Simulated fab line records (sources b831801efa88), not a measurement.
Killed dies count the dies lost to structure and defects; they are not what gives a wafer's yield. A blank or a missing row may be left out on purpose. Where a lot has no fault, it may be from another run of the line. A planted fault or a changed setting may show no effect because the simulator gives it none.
A single fault, viewed from 2 desks    flow gf180mcu    every desk sees just its own numbers, and what lay behind them comes last

== METROLOGY DESK ==
What the gauges read, lot by lot, whatever tool the lot ran on: means of the sampled wafers that have a number. If a lot's mean is further than 4 standard deviations from the usual mean, the lot is out of limits and carries the mark OUT (the distance appears in the brackets).
Columns: A = cd-nm at GF_CONTACT_CD_MEAS_14, usual 219.8 nm; B = CONTACT_W_RS at GF_CONTACT_RS_MEAS_25, usual 0.383 ohm/sq; C = CONTACT_W_THK at GF_CONTACT_THK_MEAS_26, usual 303 nm
lot   first seen here  A      B                C
L512  day 15 20:37     217.3  0.391            298
L513  day 16 11:17     219.1  0.392            296
L516  day 17 05:39     220.2  0.381            302
L517  day 18 01:48     220.1  0.381            303
L519  day 18 12:19     220.5  0.382            302
L520  day 18 23:36     220.3  0.380            303
L521  day 19 09:58     220.5  0.385            303
L522  day 19 21:15     221.7  0.385            299
L523  day 20 06:17     220.0  0.383            301
L526  day 21 13:55     219.3  0.379            305
L532  day 23 14:43     216.8  0.437 (+12) OUT  270 (-9.2) OUT
This desk's result: L532 out of limits, first on L532 (CONTACT_W_RS at GF_CONTACT_RS_MEAS_25), day 23 15:31. L512, L513, L516, L517, L519, L520, L521, L522, L523, L526 stayed within limits.

== TOOL OWNER'S DESK, cvd-w-01 ==
The tool's own readings at GF_CONTACT_CVD_24 (deposits W, target thk 300 nm, time 90.339 s): means of the sampled wafers that have a number, for each lot that ran on this tool. If a lot's mean is further than 4 standard deviations from the usual mean, the lot is out of limits and carries the mark OUT (the distance appears in the brackets).
Columns: A = heater-power-outer-w at GF_CONTACT_CVD_24, usual 539 W; B = heater-power-w at GF_CONTACT_CVD_24, usual 851 W; C = susceptor-temp-C at GF_CONTACT_CVD_24, usual 400.01 C
lot   first seen here  A    B    C
L512  day 15 21:22     461  726  400.02
L516  day 17 06:22     483  778  399.99
L521  day 19 10:40     520  829  399.66
L532  day 23 15:24     509  804  399.91
Result from this desk: across the 4 lots, nothing is out of limits.

== ALL TOGETHER ==
An alarm was possible from the metrology desk at day 23 15:31, on L532.
The tool owner's desk saw nothing out of limits.
The tool owner's desk has L532 on record, within its limits.
All the named lots went through GF_CONTACT_CVD_24 on cvd-w-01.

== WHAT HAD BEEN PUT IN BY THE SIMULATOR ==
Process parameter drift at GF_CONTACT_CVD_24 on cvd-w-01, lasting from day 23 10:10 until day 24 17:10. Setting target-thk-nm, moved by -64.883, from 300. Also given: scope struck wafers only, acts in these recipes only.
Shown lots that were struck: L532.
Time in hours between the start of the fault and the first out-of-limits reading at each desk: metrology desk, 5.
